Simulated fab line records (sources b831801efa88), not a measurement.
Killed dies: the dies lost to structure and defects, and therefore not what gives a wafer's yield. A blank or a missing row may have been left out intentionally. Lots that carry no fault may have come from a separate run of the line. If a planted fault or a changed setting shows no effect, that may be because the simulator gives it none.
fab line records / flow sfq_line
[record] lots = 5 wafers = 15 last_day = 83
route steps=325 shown L0@3 L0V@16
lots that met no fault: taken from a fault-free run of the same line
start_h: start of the lot's first displayed wafer, in hours after the record's first day / wait_h: hours elapsed since this lot's preceding step / " same as the row above / L1.1+2: a single row standing in for several wafers / - no value, or no start was given / * or withheld: withheld / < > ~ a bound
route shown NAME@n: NAME is a module with steps in the file, n the number in the route of the first one / usual: mean/standard deviation of fault-free wafers / same: alike in all rows / chamber/n: place in a boat / sites: per-site readings / _std_site: their standard deviation / _edge_site: inner sites' mean taken away from outer sites' mean / radius_mm: for every site, how far away it sits from the centre of the wafer / mask NAME#n: copy n / behind: tool/chamber where the wafer was last shaped / hold: what put the lot on hold/how long, in hours/how the hold closed / device: transistor that didn't switch, given as n, p or np / end of line: tests run on the same wafers once the route is complete / a step given without rows: its recipe and nothing more / killed: not the wafer's yield, but the dies lost to structure and defects at the first sort / map: a wafer's dies, x killed, . not, _ none there
set.NAME: the setting that was run; set.NAME@STEP: the one run at that earlier step / model.NAME: the simulator's own value behind a step, which no gauge read
lots at some steps of the route; a table a step, a row a wafer
services: the hour from which a tool's chamber was out of use, counted from the record's first day as start_h (under 0 if before that day), plus the number of hours and why
[[steps]]
[step SFQ_TRILAYER_L0_DEP_SPUTTER_003]
[recipe] material = MoNx_KI base_pressure_pa = 1.33e-06 target_thk_nm = 40 power_w = 800 time_s = 100 chamber_pressure_pa = 0.4126
[usual] chamber_pressure_pa = 0.4127/0.00083 throttle_valve_pct = 29.7/0.86
lot.wafer=L085.1 tool=pvd_sputter-03 chamber=- start_h=67.49 wait_h=0.0 chamber_pressure_pa=0.4121 throttle_valve_pct=30.5
lot.wafer=L085.4 tool=pvd_sputter-03 chamber=- start_h=67.49 wait_h=0.0 chamber_pressure_pa=0.4135 throttle_valve_pct=29.6
lot.wafer=L085.6 tool=pvd_sputter-03 chamber=- start_h=67.49 wait_h=0.0 chamber_pressure_pa=0.4126 throttle_valve_pct=30.4
lot.wafer=L086.1 tool=pvd_sputter-06 chamber=- start_h=72.49 wait_h=0.0 chamber_pressure_pa=0.4130 throttle_valve_pct=29.0
lot.wafer=L086.4 tool=pvd_sputter-06 chamber=- start_h=72.49 wait_h=0.0 chamber_pressure_pa=0.4135 throttle_valve_pct=30.7
lot.wafer=L086.6 tool=pvd_sputter-06 chamber=- start_h=72.49 wait_h=0.0 chamber_pressure_pa=0.4146 throttle_valve_pct=30.5
lot.wafer=L089.1 tool=pvd_sputter-03 chamber=- start_h=87.49 wait_h=0.0 chamber_pressure_pa=0.4125 throttle_valve_pct=28.9
lot.wafer=L089.3 tool=pvd_sputter-03 chamber=- start_h=87.49 wait_h=0.0 chamber_pressure_pa=0.4131 throttle_valve_pct=30.4
lot.wafer=L089.5 tool=pvd_sputter-03 chamber=- start_h=87.49 wait_h=0.0 chamber_pressure_pa=0.4122 throttle_valve_pct=29.8
lot.wafer=L095.1 tool=pvd_sputter-06 chamber=- start_h=117.49 wait_h=0.0 chamber_pressure_pa=0.4140 throttle_valve_pct=30.6
lot.wafer=L095.3 tool=pvd_sputter-06 chamber=- start_h=117.49 wait_h=0.0 chamber_pressure_pa=0.4143 throttle_valve_pct=29.1
lot.wafer=L095.6 tool=pvd_sputter-06 chamber=- start_h=117.49 wait_h=0.0 chamber_pressure_pa=0.4138 throttle_valve_pct=28.8
lot.wafer=L097.2 tool=pvd_sputter-06 chamber=- start_h=127.49 wait_h=0.0 chamber_pressure_pa=0.4124 throttle_valve_pct=30.3
lot.wafer=L097.4 tool=pvd_sputter-06 chamber=- start_h=127.49 wait_h=0.0 chamber_pressure_pa=0.4120 throttle_valve_pct=28.8
lot.wafer=L097.6 tool=pvd_sputter-06 chamber=- start_h=127.49 wait_h=0.0 chamber_pressure_pa=0.4129 throttle_valve_pct=30.6
[step SFQ_L0_RS_MEAS_901]
[recipe] thk_meas_gauge = four-point-probe reads = MoNx_KI_of_TRILAYER_L0_DEP_SPUTTER_003
[usual] L0_MONX_KI_RS = 43.5/0.4
lot.wafer=L085.1 tool=film_metro-02 chamber=- start_h=67.56 wait_h=0.0 L0_MONX_KI_RS[ohm/sq]=43.7
lot.wafer=L085.4 tool=film_metro-02 chamber=- start_h=67.56 wait_h=0.0 L0_MONX_KI_RS[ohm/sq]=43.8
lot.wafer=L085.6 tool=film_metro-02 chamber=- start_h=67.56 wait_h=0.0 L0_MONX_KI_RS[ohm/sq]=43.8
lot.wafer=L086.1 tool=film_metro-02 chamber=- start_h=72.61 wait_h=0.1 L0_MONX_KI_RS[ohm/sq]=43.3
lot.wafer=L086.4 tool=film_metro-02 chamber=- start_h=72.61 wait_h=0.1 L0_MONX_KI_RS[ohm/sq]=43.4
lot.wafer=L086.6 tool=film_metro-02 chamber=- start_h=72.61 wait_h=0.1 L0_MONX_KI_RS[ohm/sq]=43.6
lot.wafer=L089.1 tool=film_metro-01 chamber=- start_h=87.79 wait_h=0.3 L0_MONX_KI_RS[ohm/sq]=43.7
lot.wafer=L089.3 tool=film_metro-01 chamber=- start_h=87.79 wait_h=0.3 L0_MONX_KI_RS[ohm/sq]=44.0
lot.wafer=L089.5 tool=film_metro-01 chamber=- start_h=87.79 wait_h=0.3 L0_MONX_KI_RS[ohm/sq]=43.4
lot.wafer=L095.1 tool=film_metro-02 chamber=- start_h=117.56 wait_h=0.0 L0_MONX_KI_RS[ohm/sq]=43.0
lot.wafer=L095.3 tool=film_metro-02 chamber=- start_h=117.56 wait_h=0.0 L0_MONX_KI_RS[ohm/sq]=42.9
lot.wafer=L095.6 tool=film_metro-02 chamber=- start_h=117.56 wait_h=0.0 L0_MONX_KI_RS[ohm/sq]=42.8
lot.wafer=L097.2 tool=film_metro-03 chamber=- start_h=127.58 wait_h=0.1 L0_MONX_KI_RS[ohm/sq]=42.8
lot.wafer=L097.4 tool=film_metro-03 chamber=- start_h=127.58 wait_h=0.1 L0_MONX_KI_RS[ohm/sq]=43.2
lot.wafer=L097.6 tool=film_metro-03 chamber=- start_h=127.58 wait_h=0.1 L0_MONX_KI_RS[ohm/sq]=43.4
[step SFQ_L0_THK_MEAS_902]
[recipe] thk_meas_gauge = xrf reads = MoNx_KI_of_TRILAYER_L0_DEP_SPUTTER_003
[usual] L0_MONX_KI_THK = 39.7/0.38
lot.wafer=L085.1 tool=film_metro-02 chamber=- start_h=67.68 wait_h=0.1 L0_MONX_KI_THK[nm]=39.6
lot.wafer=L085.4 tool=film_metro-02 chamber=- start_h=67.68 wait_h=0.1 L0_MONX_KI_THK[nm]=39.3
lot.wafer=L085.6 tool=film_metro-02 chamber=- start_h=67.68 wait_h=0.1 L0_MONX_KI_THK[nm]=39.4
lot.wafer=L086.1 tool=film_metro-02 chamber=- start_h=72.73 wait_h=0.1 L0_MONX_KI_THK[nm]=39.8
lot.wafer=L086.4 tool=film_metro-02 chamber=- start_h=72.73 wait_h=0.1 L0_MONX_KI_THK[nm]=39.6
lot.wafer=L086.6 tool=film_metro-02 chamber=- start_h=72.73 wait_h=0.1 L0_MONX_KI_THK[nm]=39.5
lot.wafer=L089.1 tool=film_metro-01 chamber=- start_h=87.91 wait_h=0.1 L0_MONX_KI_THK[nm]=39.8
lot.wafer=L089.3 tool=film_metro-01 chamber=- start_h=87.91 wait_h=0.1 L0_MONX_KI_THK[nm]=39.3
lot.wafer=L089.5 tool=film_metro-01 chamber=- start_h=87.91 wait_h=0.1 L0_MONX_KI_THK[nm]=40.0
lot.wafer=L095.1 tool=film_metro-02 chamber=- start_h=117.68 wait_h=0.1 L0_MONX_KI_THK[nm]=40.1
lot.wafer=L095.3 tool=film_metro-02 chamber=- start_h=117.68 wait_h=0.1 L0_MONX_KI_THK[nm]=40.1
lot.wafer=L095.6 tool=film_metro-02 chamber=- start_h=117.68 wait_h=0.1 L0_MONX_KI_THK[nm]=40.2
lot.wafer=L097.2 tool=film_metro-03 chamber=- start_h=127.69 wait_h=0.1 L0_MONX_KI_THK[nm]=40.2
lot.wafer=L097.4 tool=film_metro-03 chamber=- start_h=127.69 wait_h=0.1 L0_MONX_KI_THK[nm]=39.7
lot.wafer=L097.6 tool=film_metro-03 chamber=- start_h=127.69 wait_h=0.1 L0_MONX_KI_THK[nm]=39.7
[step SFQ_TRILAYER_L0_LITHO_COAT_010]
[recipe] resist = BARC spin_rpm = 3000 resist_thk_nm = 62
lot.wafer=L085.1+4+6 tool=litho_track-02 chamber=0 start_h=67.74 wait_h=0.1
lot.wafer=L086.1+4+6 tool=litho_track-04 chamber=0 start_h=72.79 wait_h=0.1
lot.wafer=L089.1+3+5 tool=litho_track-02 chamber=0 start_h=87.97 wait_h=0.1
lot.wafer=L095.1+3+6 tool=litho_track-04 chamber=0 start_h=117.74 wait_h=0.1
lot.wafer=L097.2+4+6 tool=litho_track-04 chamber=0 start_h=127.79 wait_h=0.1
[step SFQ_TRILAYER_L0_LITHO_COAT_005]
[recipe] resist = KrF spin_rpm = 3000 resist_thk_nm = 600
lot.wafer=L085.1+4+6 tool=litho_track-02 chamber=0 start_h=68.04 wait_h=0.2
lot.wafer=L086.1+4+6 tool=litho_track-04 chamber=0 start_h=73.09 wait_h=0.2
lot.wafer=L089.1+3+5 tool=litho_track-02 chamber=0 start_h=88.27 wait_h=0.2
lot.wafer=L095.1+3+6 tool=litho_track-04 chamber=0 start_h=118.04 wait_h=0.2
lot.wafer=L097.2+4+6 tool=litho_track-04 chamber=0 start_h=128.09 wait_h=0.2
[step SFQ_TRILAYER_L0_LITHO_SOFTBAKE_009]
[recipe] temp_c = withheld time_s = withheld resist = KrF
lot.wafer=L085.1+4+6 tool=litho_track-02 chamber=0 start_h=68.34 wait_h=0.2
lot.wafer=L086.1+4+6 tool=litho_track-04 chamber=0 start_h=73.39 wait_h=0.2
lot.wafer=L089.1+3+5 tool=litho_track-02 chamber=0 start_h=88.57 wait_h=0.2
lot.wafer=L095.1+3+6 tool=litho_track-04 chamber=0 start_h=118.34 wait_h=0.2
lot.wafer=L097.2+4+6 tool=litho_track-04 chamber=0 start_h=128.37 wait_h=0.2
[step SFQ_TRILAYER_L0_LITHO_EXPOSE_006]
[recipe] mask_id = L0 na = 0.6 source_shape = conventional sigma_outer = 0.65 target_cd_nm = 2000 dose_mj = 14.4
[usual] exposure_dose_mJ_cm2 = 14.401/0.014
lot.wafer=L085.1 tool=krf_scanner-01 chamber=0 start_h=95.39 wait_h=- mask=L0#0 exposure_dose_mJ_cm2=14.407
lot.wafer=L085.4 tool=krf_scanner-01 chamber=0 start_h=95.39 wait_h=- mask=L0#0 exposure_dose_mJ_cm2=14.406
lot.wafer=L085.6 tool=krf_scanner-01 chamber=0 start_h=95.39 wait_h=- mask=L0#0 exposure_dose_mJ_cm2=14.392
lot.wafer=L086.1 tool=krf_scanner-01 chamber=0 start_h=97.79 wait_h=- mask=L0#0 exposure_dose_mJ_cm2=14.411
lot.wafer=L086.4 tool=krf_scanner-01 chamber=0 start_h=97.79 wait_h=- mask=L0#0 exposure_dose_mJ_cm2=14.416
lot.wafer=L086.6 tool=krf_scanner-01 chamber=0 start_h=97.79 wait_h=- mask=L0#0 exposure_dose_mJ_cm2=14.416
lot.wafer=L089.1 tool=krf_scanner-01 chamber=0 start_h=113.39 wait_h=- mask=L0#0 exposure_dose_mJ_cm2=14.398
lot.wafer=L089.3 tool=krf_scanner-01 chamber=0 start_h=113.39 wait_h=- mask=L0#0 exposure_dose_mJ_cm2=14.402
lot.wafer=L089.5 tool=krf_scanner-01 chamber=0 start_h=113.39 wait_h=- mask=L0#0 exposure_dose_mJ_cm2=14.417
lot.wafer=L095.1 tool=krf_scanner-01 chamber=0 start_h=142.94 wait_h=- mask=L0#0 exposure_dose_mJ_cm2=14.380
lot.wafer=L095.3 tool=krf_scanner-01 chamber=0 start_h=142.94 wait_h=- mask=L0#0 exposure_dose_mJ_cm2=14.377
lot.wafer=L095.6 tool=krf_scanner-01 chamber=0 start_h=142.94 wait_h=- mask=L0#0 exposure_dose_mJ_cm2=14.368
lot.wafer=L097.2 tool=krf_scanner-01 chamber=0 start_h=152.74 wait_h=- mask=L0#0 exposure_dose_mJ_cm2=14.411
lot.wafer=L097.4 tool=krf_scanner-01 chamber=0 start_h=152.74 wait_h=- mask=L0#0 exposure_dose_mJ_cm2=14.408
lot.wafer=L097.6 tool=krf_scanner-01 chamber=0 start_h=152.74 wait_h=- mask=L0#0 exposure_dose_mJ_cm2=14.399
[step SFQ_TRILAYER_L0_LITHO_PEB_008]
[recipe] peb_temp_c = 115 peb_time_s = 60 resist = KrF
[usual] plate_temp_C = 115.01/0.14
lot.wafer=L085.1 tool=litho_track-04 chamber=0 start_h=96.59 wait_h=1.0 plate_temp_C=114.96
lot.wafer=L085.4 tool=litho_track-04 chamber=0 start_h=96.59 wait_h=1.0 plate_temp_C=115.14
lot.wafer=L085.6 tool=litho_track-04 chamber=0 start_h=96.59 wait_h=1.0 plate_temp_C=115.22
lot.wafer=L086.1 tool=litho_track-04 chamber=0 start_h=98.99 wait_h=1.0 plate_temp_C=115.08
lot.wafer=L086.4 tool=litho_track-04 chamber=0 start_h=98.99 wait_h=1.0 plate_temp_C=115.04
lot.wafer=L086.6 tool=litho_track-04 chamber=0 start_h=98.99 wait_h=1.0 plate_temp_C=115.02
lot.wafer=L089.1 tool=litho_track-02 chamber=0 start_h=114.59 wait_h=1.0 plate_temp_C=115.06
lot.wafer=L089.3 tool=litho_track-02 chamber=0 start_h=114.59 wait_h=1.0 plate_temp_C=115.04
lot.wafer=L089.5 tool=litho_track-02 chamber=0 start_h=114.59 wait_h=1.0 plate_temp_C=114.78
lot.wafer=L095.1 tool=litho_track-01 chamber=0 start_h=144.14 wait_h=1.0 plate_temp_C=114.87
lot.wafer=L095.3 tool=litho_track-01 chamber=0 start_h=144.14 wait_h=1.0 plate_temp_C=114.60
lot.wafer=L095.6 tool=litho_track-01 chamber=0 start_h=144.14 wait_h=1.0 plate_temp_C=114.76
lot.wafer=L097.2 tool=litho_track-04 chamber=0 start_h=153.77 wait_h=0.8 plate_temp_C=114.94
lot.wafer=L097.4 tool=litho_track-04 chamber=0 start_h=153.77 wait_h=0.8 plate_temp_C=114.92
lot.wafer=L097.6 tool=litho_track-04 chamber=0 start_h=153.77 wait_h=0.8 plate_temp_C=115.00
[step SFQ_TRILAYER_L0_LITHO_DEVELOP_007]
[recipe] time_s = 60 resist = KrF
lot.wafer=L085.1+4+6 tool=litho_track-04 chamber=0 start_h=96.74 wait_h=0.1
lot.wafer=L086.1+4+6 tool=litho_track-04 chamber=0 start_h=99.14 wait_h=0.1
lot.wafer=L089.1+3+5 tool=litho_track-02 chamber=0 start_h=114.74 wait_h=0.1
lot.wafer=L095.1+3+6 tool=litho_track-01 chamber=0 start_h=144.29 wait_h=0.1
lot.wafer=L097.2+4+6 tool=litho_track-04 chamber=0 start_h=153.92 wait_h=0.1
[step SFQ_TRILAYER_L0_BARC_OPEN_METAL_ETCH_010]
[recipe] mask_material = PR chemistry = O2 target_depth_nm = 125 target = BARC icp_w = 600 bias_w = 80 pressure_mtorr = 10 time_s = 41.7
[usual] drypump_motor_current_A = 5.3/0.36 oes_product_au = 0.685/0.0046
lot.wafer=L085.1 tool=rie_metal-01 chamber=0 start_h=96.89 wait_h=0.1 drypump_motor_current_A=5.2 oes_product_au=0.688 rf_hours_counter_h=59
lot.wafer=L085.4 tool=rie_metal-01 chamber=1 start_h=96.89 wait_h=0.1 drypump_motor_current_A=5.6 oes_product_au=0.688 rf_hours_counter_h=-
lot.wafer=L085.6 tool=rie_metal-01 chamber=0 start_h=96.89 wait_h=0.1 drypump_motor_current_A=5.2 oes_product_au=0.695 rf_hours_counter_h=-
lot.wafer=L086.1 tool=rie_metal-01 chamber=0 start_h=99.29 wait_h=0.1 drypump_motor_current_A=5.2 oes_product_au=0.675 rf_hours_counter_h=60
lot.wafer=L086.4 tool=rie_metal-01 chamber=0 start_h=99.29 wait_h=0.1 drypump_motor_current_A=5.2 oes_product_au=0.677 rf_hours_counter_h=-
lot.wafer=L086.6 tool=rie_metal-01 chamber=1 start_h=99.29 wait_h=0.1 drypump_motor_current_A=5.6 oes_product_au=0.690 rf_hours_counter_h=-
lot.wafer=L089.1 tool=rie_metal-01 chamber=1 start_h=114.89 wait_h=0.1 drypump_motor_current_A=5.6 oes_product_au=0.690 rf_hours_counter_h=35
lot.wafer=L089.3 tool=rie_metal-01 chamber=1 start_h=114.89 wait_h=0.1 drypump_motor_current_A=5.6 oes_product_au=0.680 rf_hours_counter_h=-
lot.wafer=L089.5 tool=rie_metal-01 chamber=1 start_h=114.89 wait_h=0.1 drypump_motor_current_A=5.6 oes_product_au=0.679 rf_hours_counter_h=-
lot.wafer=L095.1 tool=rie_metal-04 chamber=1 start_h=144.44 wait_h=0.1 drypump_motor_current_A=5.5 oes_product_au=0.688 rf_hours_counter_h=138
lot.wafer=L095.3 tool=rie_metal-04 chamber=1 start_h=144.44 wait_h=0.1 drypump_motor_current_A=5.5 oes_product_au=0.679 rf_hours_counter_h=-
lot.wafer=L095.6 tool=rie_metal-04 chamber=1 start_h=144.44 wait_h=0.1 drypump_motor_current_A=5.5 oes_product_au=0.687 rf_hours_counter_h=-
lot.wafer=L097.2 tool=rie_metal-03 chamber=1 start_h=154.04 wait_h=0.1 drypump_motor_current_A=5.7 oes_product_au=0.690 rf_hours_counter_h=18
lot.wafer=L097.4 tool=rie_metal-03 chamber=1 start_h=154.04 wait_h=0.1 drypump_motor_current_A=5.7 oes_product_au=0.685 rf_hours_counter_h=-
lot.wafer=L097.6 tool=rie_metal-03 chamber=0 start_h=154.04 wait_h=0.1 drypump_motor_current_A=4.8 oes_product_au=0.687 rf_hours_counter_h=-
[step SFQ_TRILAYER_L0_ETCH_METAL_ETCH_008]
[recipe] target = MoNx_KI stop_on = SiO2 mask_material = PR chemistry = SF6/O2 target_depth_nm = 50 icp_w = 600 bias_w = 80 pressure_mtorr = 10 time_s = 25
[usual] drypump_motor_current_A = 5.3/0.36 oes_product_au = 0.874/0.0061
lot.wafer=L085.1 tool=rie_metal-01 chamber=0 start_h=96.95 wait_h=0.0 drypump_motor_current_A=5.2 oes_product_au=0.870 rf_hours_counter_h=59
lot.wafer=L085.4 tool=rie_metal-01 chamber=1 start_h=96.95 wait_h=0.0 drypump_motor_current_A=5.6 oes_product_au=0.864 rf_hours_counter_h=-
lot.wafer=L085.6 tool=rie_metal-01 chamber=0 start_h=96.95 wait_h=0.0 drypump_motor_current_A=5.2 oes_product_au=0.868 rf_hours_counter_h=-
lot.wafer=L086.1 tool=rie_metal-01 chamber=0 start_h=99.35 wait_h=0.0 drypump_motor_current_A=5.2 oes_product_au=0.871 rf_hours_counter_h=60
lot.wafer=L086.4 tool=rie_metal-01 chamber=0 start_h=99.35 wait_h=0.0 drypump_motor_current_A=5.2 oes_product_au=0.873 rf_hours_counter_h=-
lot.wafer=L086.6 tool=rie_metal-01 chamber=1 start_h=99.35 wait_h=0.0 drypump_motor_current_A=5.6 oes_product_au=0.879 rf_hours_counter_h=-
lot.wafer=L089.1 tool=rie_metal-01 chamber=1 start_h=114.95 wait_h=0.0 drypump_motor_current_A=5.6 oes_product_au=0.874 rf_hours_counter_h=35
lot.wafer=L089.3 tool=rie_metal-01 chamber=1 start_h=114.95 wait_h=0.0 drypump_motor_current_A=5.6 oes_product_au=0.876 rf_hours_counter_h=-
lot.wafer=L089.5 tool=rie_metal-01 chamber=1 start_h=114.95 wait_h=0.0 drypump_motor_current_A=5.6 oes_product_au=0.879 rf_hours_counter_h=-
lot.wafer=L095.1 tool=rie_metal-04 chamber=1 start_h=144.50 wait_h=0.0 drypump_motor_current_A=5.4 oes_product_au=0.878 rf_hours_counter_h=138
lot.wafer=L095.3 tool=rie_metal-04 chamber=1 start_h=144.50 wait_h=0.0 drypump_motor_current_A=5.5 oes_product_au=0.887 rf_hours_counter_h=-
lot.wafer=L095.6 tool=rie_metal-04 chamber=1 start_h=144.50 wait_h=0.0 drypump_motor_current_A=5.4 oes_product_au=0.885 rf_hours_counter_h=-
lot.wafer=L097.2 tool=rie_metal-03 chamber=1 start_h=154.10 wait_h=0.0 drypump_motor_current_A=5.8 oes_product_au=0.879 rf_hours_counter_h=18
lot.wafer=L097.4 tool=rie_metal-03 chamber=1 start_h=154.10 wait_h=0.0 drypump_motor_current_A=5.7 oes_product_au=0.874 rf_hours_counter_h=-
lot.wafer=L097.6 tool=rie_metal-03 chamber=0 start_h=154.10 wait_h=0.0 drypump_motor_current_A=4.8 oes_product_au=0.870 rf_hours_counter_h=-
[step SFQ_TRILAYER_L0_STRIP_STRIP_009]
[recipe] gas = O2 power_w = 200 platen_temp_c = 40 overash_fraction = 0.65 chemistry = O2 pressure_mtorr = 50
[usual] drypump_motor_current_A = 5.3/0.35 oes_product_au = 1.006/0.0076
[same] overash_fraction = 0.65
lot.wafer=L085.1 tool=rie_metal-01 chamber=0 start_h=97.00 wait_h=0.0 drypump_motor_current_A=5.2 oes_product_au=0.999 rf_hours_counter_h=59
lot.wafer=L085.4 tool=rie_metal-01 chamber=1 start_h=97.00 wait_h=0.0 drypump_motor_current_A=5.6 oes_product_au=1.010 rf_hours_counter_h=-
lot.wafer=L085.6 tool=rie_metal-01 chamber=0 start_h=97.00 wait_h=0.0 drypump_motor_current_A=5.2 oes_product_au=0.994 rf_hours_counter_h=-
lot.wafer=L086.1 tool=rie_metal-01 chamber=0 start_h=99.40 wait_h=0.0 drypump_motor_current_A=5.2 oes_product_au=1.004 rf_hours_counter_h=60
lot.wafer=L086.4 tool=rie_metal-01 chamber=0 start_h=99.40 wait_h=0.0 drypump_motor_current_A=5.2 oes_product_au=1.006 rf_hours_counter_h=-
lot.wafer=L086.6 tool=rie_metal-01 chamber=1 start_h=99.40 wait_h=0.0 drypump_motor_current_A=5.6 oes_product_au=1.001 rf_hours_counter_h=-
lot.wafer=L089.1 tool=rie_metal-01 chamber=1 start_h=115.00 wait_h=0.0 drypump_motor_current_A=5.6 oes_product_au=0.993 rf_hours_counter_h=35
lot.wafer=L089.3 tool=rie_metal-01 chamber=1 start_h=115.00 wait_h=0.0 drypump_motor_current_A=5.6 oes_product_au=1.009 rf_hours_counter_h=-
lot.wafer=L089.5 tool=rie_metal-01 chamber=1 start_h=115.00 wait_h=0.0 drypump_motor_current_A=5.6 oes_product_au=1.006 rf_hours_counter_h=-
lot.wafer=L095.1 tool=rie_metal-04 chamber=1 start_h=144.55 wait_h=0.0 drypump_motor_current_A=5.4 oes_product_au=1.002 rf_hours_counter_h=138
lot.wafer=L095.3 tool=rie_metal-04 chamber=1 start_h=144.55 wait_h=0.0 drypump_motor_current_A=5.4 oes_product_au=1.000 rf_hours_counter_h=-
lot.wafer=L095.6 tool=rie_metal-04 chamber=1 start_h=144.55 wait_h=0.0 drypump_motor_current_A=5.4 oes_product_au=1.004 rf_hours_counter_h=-
lot.wafer=L097.2 tool=rie_metal-03 chamber=1 start_h=154.15 wait_h=0.0 drypump_motor_current_A=5.8 oes_product_au=1.005 rf_hours_counter_h=18
lot.wafer=L097.4 tool=rie_metal-03 chamber=1 start_h=154.15 wait_h=0.0 drypump_motor_current_A=5.7 oes_product_au=1.013 rf_hours_counter_h=-
lot.wafer=L097.6 tool=rie_metal-03 chamber=0 start_h=154.15 wait_h=0.0 drypump_motor_current_A=4.8 oes_product_au=0.999 rf_hours_counter_h=-
[step SFQ_TRILAYER_L0_STRIP_SOLV_CLEAN_010]
[recipe] chemistry = NMP temp_c = 70 time_s = 600
lot.wafer=L085.1+4+6 tool=wet_bench-03 chamber=5,1,4 start_h=97.60 wait_h=0.4
lot.wafer=L086.1+4+6 tool=wet_bench-01 chamber=3,4,1 start_h=100.00 wait_h=0.4
lot.wafer=L089.1+3+5 tool=wet_bench-03 chamber=4,5,0 start_h=115.60 wait_h=0.4
lot.wafer=L095.1+3+6 tool=wet_bench-01 chamber=4,5,0 start_h=145.15 wait_h=0.4
lot.wafer=L097.2+4+6 tool=wet_bench-03 chamber=3,1,2 start_h=154.75 wait_h=0.4
[step SFQ_TRILAYER_L0_CAP_PECVD_011]
[recipe] material = SiO2 temp_c = 150 time_s = 13.333 pressure_torr = 2.4 rf_w = 183.3 precursor = SiH4/N2O target_thk_nm = 60
[usual] heater_power_w = 82/15 susceptor_temp_C = 149.98/0.14 throttle_valve_pct = 24.5/1.7
lot.wafer=L085.1 tool=pecvd-04 chamber=2 start_h=97.77 wait_h=0.0 heater_power_w=66 susceptor_temp_C=150.10 throttle_valve_pct=23.0
lot.wafer=L085.4 tool=pecvd-04 chamber=2 start_h=97.77 wait_h=0.0 heater_power_w=69 susceptor_temp_C=150.10 throttle_valve_pct=22.7
lot.wafer=L085.6 tool=pecvd-04 chamber=0 start_h=97.77 wait_h=0.0 heater_power_w=72 susceptor_temp_C=150.00 throttle_valve_pct=23.5
lot.wafer=L086.1 tool=pecvd-03 chamber=1 start_h=100.17 wait_h=0.0 heater_power_w=70 susceptor_temp_C=149.84 throttle_valve_pct=23.9
lot.wafer=L086.4 tool=pecvd-03 chamber=2 start_h=100.17 wait_h=0.0 heater_power_w=81 susceptor_temp_C=150.11 throttle_valve_pct=25.7
lot.wafer=L086.6 tool=pecvd-03 chamber=0 start_h=100.17 wait_h=0.0 heater_power_w=61 susceptor_temp_C=150.03 throttle_valve_pct=24.4
lot.wafer=L089.1 tool=pecvd-04 chamber=2 start_h=115.81 wait_h=0.0 heater_power_w=71 susceptor_temp_C=149.87 throttle_valve_pct=23.1
lot.wafer=L089.3 tool=pecvd-04 chamber=0 start_h=115.81 wait_h=0.0 heater_power_w=70 susceptor_temp_C=149.92 throttle_valve_pct=23.5
lot.wafer=L089.5 tool=pecvd-04 chamber=2 start_h=115.81 wait_h=0.0 heater_power_w=71 susceptor_temp_C=149.88 throttle_valve_pct=23.0
lot.wafer=L095.1 tool=pecvd-02 chamber=1 start_h=145.32 wait_h=0.0 heater_power_w=76 susceptor_temp_C=150.19 throttle_valve_pct=27.2
lot.wafer=L095.3 tool=pecvd-02 chamber=2 start_h=145.32 wait_h=0.0 heater_power_w=93 susceptor_temp_C=150.13 throttle_valve_pct=22.7
lot.wafer=L095.6 tool=pecvd-02 chamber=0 start_h=145.32 wait_h=0.0 heater_power_w=84 susceptor_temp_C=149.87 throttle_valve_pct=27.7
lot.wafer=L097.2 tool=pecvd-02 chamber=0 start_h=154.92 wait_h=0.0 heater_power_w=96 susceptor_temp_C=149.96 throttle_valve_pct=27.6
lot.wafer=L097.4 tool=pecvd-02 chamber=0 start_h=154.92 wait_h=0.0 heater_power_w=95 susceptor_temp_C=149.90 throttle_valve_pct=27.9
lot.wafer=L097.6 tool=pecvd-02 chamber=1 start_h=154.92 wait_h=0.0 heater_power_w=81 susceptor_temp_C=149.90 throttle_valve_pct=27.0
[step SFQ_TRILAYER_L0_VIA_LITHO_COAT_018]
[recipe] resist = BARC spin_rpm = 3000 resist_thk_nm = 62
lot.wafer=L085.1+4+6 tool=litho_track-02 chamber=0 start_h=97.80 wait_h=0.0
lot.wafer=L086.1+4+6 tool=litho_track-04 chamber=0 start_h=100.29 wait_h=0.1
lot.wafer=L089.1+3+5 tool=litho_track-02 chamber=0 start_h=115.83 wait_h=0.0
lot.wafer=L095.1+3+6 tool=litho_track-04 chamber=0 start_h=145.35 wait_h=0.0
lot.wafer=L097.2+4+6 tool=litho_track-03 chamber=0 start_h=155.00 wait_h=0.1
[step SFQ_TRILAYER_L0_VIA_LITHO_COAT_013]
[recipe] resist = KrF spin_rpm = 3063 resist_thk_nm = 650
lot.wafer=L085.1+4+6 tool=litho_track-02 chamber=0 start_h=98.10 wait_h=0.2
lot.wafer=L086.1+4+6 tool=litho_track-04 chamber=0 start_h=100.59 wait_h=0.2
lot.wafer=L089.1+3+5 tool=litho_track-02 chamber=0 start_h=116.13 wait_h=0.2
lot.wafer=L095.1+3+6 tool=litho_track-04 chamber=0 start_h=145.65 wait_h=0.2
lot.wafer=L097.2+4+6 tool=litho_track-03 chamber=0 start_h=155.30 wait_h=0.2
[[services]]
tool=pecvd-04 chamber=- start_h=52.76 hours=0.8 kind=repair
tool=krf_scanner-01 chamber=- start_h=82.09 hours=1.3 kind=pm
tool=wet_bench-03 chamber=- start_h=88.95 hours=1.9 kind=pm
tool=pvd_sputter-06 chamber=- start_h=93.25 hours=4.6 kind=repair
tool=pvd_sputter-03 chamber=- start_h=94.26 hours=5.1 kind=repair
tool=pecvd-03 chamber=- start_h=110.13 hours=3.1 kind=repair
tool=pecvd-02 chamber=- start_h=119.31 hours=1.1 kind=repair
tool=krf_scanner-01 chamber=- start_h=127.79 hours=0.8 kind=pm
tool=wet_bench-01 chamber=- start_h=138.34 hours=4.4 kind=pm
tool=pecvd-02 chamber=- start_h=146.08 hours=2.3 kind=repair
[[key]]
fault none
